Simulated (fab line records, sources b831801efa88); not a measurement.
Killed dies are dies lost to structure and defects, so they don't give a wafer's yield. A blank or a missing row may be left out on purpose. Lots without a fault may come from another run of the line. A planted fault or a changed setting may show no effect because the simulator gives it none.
fab line records | flow sky130
record lots=5 wafers=15 last_day=50
route steps=708 shown PAD_OPEN@700
lots that met no fault: from a run of the same line without faults
start_h: hours from the record's first day to the start of the lot's first wafer shown | wait_h: hours since the lot's step before | " the same as in the row above | L1.1+2: a row that stands for several wafers | - no value, or no start given | * or withheld: withheld | < > ~ a bound
route shown NAME@n: a module of which the file shows steps, and the number in the route of the first | usual: mean/standard deviation of fault-free wafers | same: alike in all rows | chamber/n: place in a boat | sites: the reading at each site | _std_site: their standard deviation | _edge_site: outer sites' mean less inner sites' | radius_mm: how far each site lies from the wafer's centre | mask NAME#n: copy n | behind: the tool/chamber that last shaped the wafer | hold: why the lot was held/for how many hours/how that ended | device: the transistor (n, p or np) that didn't switch | end of line: the same wafers' tests at the end of the route | a step without rows: its recipe alone | killed: dies lost to structure and defects at the first sort, not the wafer's yield | map: a wafer's dies, x killed, . not, _ none there
set.NAME: the setting as run; set.NAME@STEP: as run at that earlier step | model.NAME: the simulator's own value behind a step, which no gauge read
lots at some steps of the route; a table a step, a row a wafer
services: from which hour (start_h, from the record's first day; less than 0 if before it) a tool's chamber was out of use, for how many hours, and why
## steps
# step SKY_PAD_OPEN_DEVELOP_06
# recipe develop_time_s=60 dev_temp_c=23
# columns lot.wafer tool chamber start_h wait_h
L079.2+3+6 litho_track-01 0 - -
L080.1+5+6 litho_track-04 0 - -
L085.1+3+6 litho_track-01 0 - -
L093.1+4+6 litho_track-04 0 - -
L096.1+2+4 litho_track-04 0 - -
# step SKY_PAD_OPEN_ETCH_07
# recipe chemistry=CF4/O2 target_depth_nm=725 stop_on=AlCu source_w=800 bias_w=150 pressure_mtorr=150 cf4_flow_sccm=80 O2_flow_sccm=10 time_s=161.1
# usual drypump_motor_current_A=5.6/0.51 oes_product_au=0.979/0.0068 throttle_valve_pct=5.963/0.0088
# columns lot.wafer tool chamber start_h wait_h drypump_motor_current_A oes_product_au rf_hours_counter_h throttle_valve_pct
L079.2 rie_diel-03 1 1104.24 - 4.7 0.980 13 5.961
L079.3 " 3 " " 5.9 0.985 30 5.968
L079.6 " 3 " " 5.8 0.981 - 5.964
L080.1 rie_diel-03 2 1114.91 - 5.9 0.970 2 5.943
L080.5 " 3 " " 5.8 0.970 - 5.974
L080.6 " 2 " " 5.9 0.982 - 5.970
L085.1 rie_diel-01 0 1139.79 - 6.5 0.985 20 5.975
L085.3 " 1 " " 5.3 0.983 6 5.962
L085.6 " 1 " " 5.3 0.981 - 5.969
L093.1 rie_diel-03 3 1180.86 - 5.8 0.970 33 5.968
L093.4 " 1 " " 4.7 0.988 16 5.960
L093.6 " 3 " " 5.9 0.984 - 5.960
L096.1 rie_diel-01 1 1194.96 - 5.3 0.977 8 5.957
L096.2 " 0 " " 6.5 0.976 22 5.963
L096.4 " 2 " " 5.7 0.983 - 5.950
# step SKY_PAD_OPEN_STRIP_08
# recipe chemistry=O2/N2 power_w=1400 pressure_mtorr=1500 platen_temp_c=withheld overash_fraction=0.7 o2_flow_sccm=3000 n2_flow_sccm=300
# usual drypump_motor_current_A=5.5/0.42 n2_flow_sccm=300.0/0.84 o2_flow_sccm=3001/7.9 oes_product_au=0.663/0.0044
# columns lot.wafer tool chamber start_h wait_h drypump_motor_current_A n2_flow_sccm o2_flow_sccm oes_product_au rf_hours_counter_h
L079.2 plasma_asher-04 1 1104.34 0.1 4.9 301.7 3008 0.662 38
L079.3 " 0 " " 5.6 300.2 2992 0.658 -
L079.6 " 0 " " 5.6 300.3 2998 0.665 -
L080.1 plasma_asher-03 1 1115.02 0.1 5.3 300.5 3005 0.657 92
L080.5 " 0 " " 6.1 300.2 2995 0.665 -
L080.6 " 1 " " 5.4 299.6 2997 0.662 -
L085.1 plasma_asher-01 1 1139.89 0.1 6.0 300.0 3003 0.665 70
L085.3 " 1 " " 6.0 299.8 3011 0.668 -
L085.6 " 0 " " 5.2 300.2 3006 0.659 -
L093.1 plasma_asher-04 0 1180.97 0.1 5.6 299.8 2987 0.663 47
L093.4 " 1 " " 5.0 298.9 3002 0.667 -
L093.6 " 1 " " 4.9 298.0 2999 0.664 -
L096.1 plasma_asher-04 1 1195.07 0.1 5.0 298.7 3008 0.672 49
L096.2 " 0 " " 5.6 298.4 2998 0.661 49
L096.4 " 0 " " 5.6 299.7 2998 0.660 -
# step SKY_PAD_OPEN_STRIP_09
# recipe chemistry=post_etch_residue_remover time_s=1200 temp_c=72.5
# usual bath_heat_duty_pct=14.4/2.2
# columns lot.wafer tool chamber start_h wait_h bath_heat_duty_pct
L079.2 wet_bench-02 2 1104.44 0.1 10.6
L079.3 " 2 " " 11.3
L079.6 " 2 " " 11.3
L080.1 wet_bench-04 1 1115.12 0.1 14.4
L080.5 " 1 " " 13.2
L080.6 " 1 " " 15.3
L085.1 wet_bench-04 1 1139.99 0.1 13.8
L085.3 " 1 " " 15.0
L085.6 " 1 " " 13.7
L093.1 wet_bench-02 2 1181.07 0.1 10.4
L093.4 " 2 " " 11.2
L093.6 " 2 " " 10.7
L096.1 wet_bench-02 0 1195.17 0.1 16.3
L096.2 " 0 " " 15.4
L096.4 " 0 " " 16.0
# step SKY_PAD_OPEN_CLEAN_10
# recipe chemistry=IPA time_s=180 temp_c=25
# usual bath_heat_duty_pct=5.9/0.89
# columns lot.wafer tool chamber start_h wait_h bath_heat_duty_pct
L079.2 wet_bench-02 2 1104.79 0.0 4.6
L079.3 " 2 " " 4.3
L079.6 " 2 " " 4.7
L080.1 wet_bench-04 1 1115.46 0.0 6.0
L080.5 " 1 " " 5.8
L080.6 " 1 " " 6.8
L085.1 wet_bench-03 1 1140.34 0.0 6.4
L085.3 " 1 " " 5.9
L085.6 " 1 " " 6.8
L093.1 wet_bench-04 2 1181.41 0.0 5.2
L093.4 " 2 " " 4.6
L093.6 " 2 " " 5.8
L096.1 wet_bench-02 2 1195.51 0.0 4.4
L096.2 " 2 " " 4.4
L096.4 " 2 " " 4.3
# step SKY_PAD_OPEN_CLEAN_11
# recipe chemistry=O3/DIW dry=n2_spin
# columns lot.wafer tool chamber start_h wait_h
L079.2+3+6 wet_bench-03 1 1104.84 0.0
L080.1+5+6 wet_bench-02 1 1115.52 0.0
L085.1+3+6 wet_bench-04 1 1140.40 0.0
L093.1+4+6 wet_bench-02 3 1181.47 0.0
L096.1+2+4 wet_bench-03 2 1195.75 0.2
# step SKY_PAD_OPEN_ANNEAL_12
# recipe temp_c=400 time_s=withheld ambient=N2/H2 idle_temp_c=300 ramp_up_c_per_min=8 ramp_down_c_per_min=4
# columns lot.wafer tool chamber start_h wait_h
L079.2+3+6 furnace-01 0 1104.94 0.0
L080.1+5+6 furnace-02 0 1115.61 0.0
L085.1+3+6 furnace-02 0 1140.49 0.0
L093.1+4+6 furnace-01 0 1181.56 0.0
L096.1+2+4 furnace-02 0 1195.85 0.0
# step SKY_PAD_OPEN_BOW_MEAS_13
# recipe mode=bow
# usual PAD_OPEN_BOW=48/8.2
# columns lot.wafer tool chamber start_h wait_h PAD_OPEN_BOW[um]
L079.2 film_metro-03 - 1106.46 - 46
L079.3 " - " " 46
L079.6 " - " " 47
L080.1 film_metro-01 - 1117.11 - 49
L080.5 " - " " 48
L080.6 " - " " 49
L085.1 film_metro-02 - 1141.99 - 48
L085.3 " - " " 52
L085.6 " - " " 62
L093.1 film_metro-01 - 1183.06 - 71
L093.4 " - " " 52
L093.6 " - " " 60
L096.1 film_metro-01 - 1197.35 - 54
L096.2 " - " " 47
L096.4 " - " " 40
## services
# columns tool chamber start_h hours kind
furnace-01 - 1080.71 4.4 pm
plasma_asher-01 - 1091.55 2.4 repair
rie_diel-03 1 1093.05 5.8 repair
furnace-01 - 1117.94 3.5 pm
furnace-02 - 1157.44 3.9 pm
rie_diel-01 2 1169.95 4.9 repair
plasma_asher-01 - 1171.64 1.3 repair
plasma_asher-04 - 1183.30 1.5 repair
rie_diel-03 1 1186.86 3.5 repair
plasma_asher-01 - 1189.68 1.4 repair
plasma_asher-03 - 1191.84 2.9 repair
plasma_asher-03 - 1193.19 2.8 repair
## key
fault none
